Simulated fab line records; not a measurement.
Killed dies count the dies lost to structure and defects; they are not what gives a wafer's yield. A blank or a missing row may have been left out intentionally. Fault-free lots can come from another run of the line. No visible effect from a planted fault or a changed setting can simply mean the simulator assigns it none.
Code-filled problem report in 8D (eight disciplines) form -- flow gf180mcu -- the parts of the form that need people (team, actions taken, sign-off) are left out

== 1. WHAT IS WRONG ==
At GF_V1_CMP_26, overpolish run s averages 16.926 s over 6 wafers from 2 lots, while fault-free wafers read 15.001 s, standard deviation 0.0092. That is +99 or more standard deviations from the usual mean.
The step: polishes, stops on SiO2, t overpolish 15 s, target thk 0 nm.
Seen first at day 23 07:17 on cmp-02, wafer L841.3. The record has a number at this step for 36 wafers belonging to 12 lots. The rule behind "out" and "out of limits": a value lying over 4 standard deviations away from the usual mean. The other wafers with a number count as sound.

== 2. WHAT THIS IS AND IS NOT ==
question,is,is not
which readings at this step,overpolish run s,"motor current A, retaining ring pressure frac, time to endpoint s"
which lots,"L840, L841","L829, L830, L831, L836, L843, L844, L845, L847, L848, L850"
which wafers of those lots,all that have a number,-
read on which tools,cmp-02,cmp-01
when,from day 23 07:17,"up to then (12 sound wafers); but 18 sound wafers of L843, L844, L845, L847, L848, L850 came after"

== 3. WHAT RULES OUT EACH SUSPECT ==
Counting: a tool stays on the suspect list if, at a process step up to the reading, it processed all lots that are out and no sound lot following the first of them.
- plasma asher-02 at GF_M1_STRIP_17 (strips in O2/N2): kept. Every lot that is out went through it, starting with L841 (day 22 05:35), and after that it ran no sound lot; the last sound lot it ran before then is L836 (day 19 22:16).
- cmp-02 at GF_V1_CMP_26 (polishes, stops on SiO2, t overpolish 15 s, target thk 0 nm): kept. Every lot that is out went through it, starting with L841 (day 23 07:17), and after that it ran no sound lot; the last sound lot it ran before then is L836 (day 21 00:13). On those wafers its own readings are out: overpolish run s.
Remaining after the count are plasma asher-02 at GF_M1_STRIP_17 and cmp-02 at GF_V1_CMP_26.

== 4. THE CAUSE (what the simulator had put in) ==
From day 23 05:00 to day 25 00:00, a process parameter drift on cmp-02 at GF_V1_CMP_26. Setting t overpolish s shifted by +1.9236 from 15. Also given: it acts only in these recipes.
2 suspects survive the count, and this tool is in that group.

== 5. THE CHAIN OF EFFECTS, in route order ==
Each row: a reading whose mean over the struck wafers that have a number lies more than 3 standard deviations from the usual. Scope: only readings with a usual standard deviation given in the record; hours: median across lots of the time from each lot's start at the first step in this table that gives one to its start at this step; sigmas: change in usual standard deviations.
hours,step,reading,usual,on struck wafers,change,sigmas
0,GF_V1_CMP_26,overpolish run s,15.001 s,16.926,+1.925,+99 or more
Its process steps:
- GF_V1_CMP_26: polishes, stops on SiO2, t overpolish 15 s, target thk 0 nm.

== 6. HOW IT WOULD HAVE BEEN CAUGHT EARLIER ==
First out-of-limits reading in this record: day 23 07:17, which is 2 hours after fault onset at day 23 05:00.
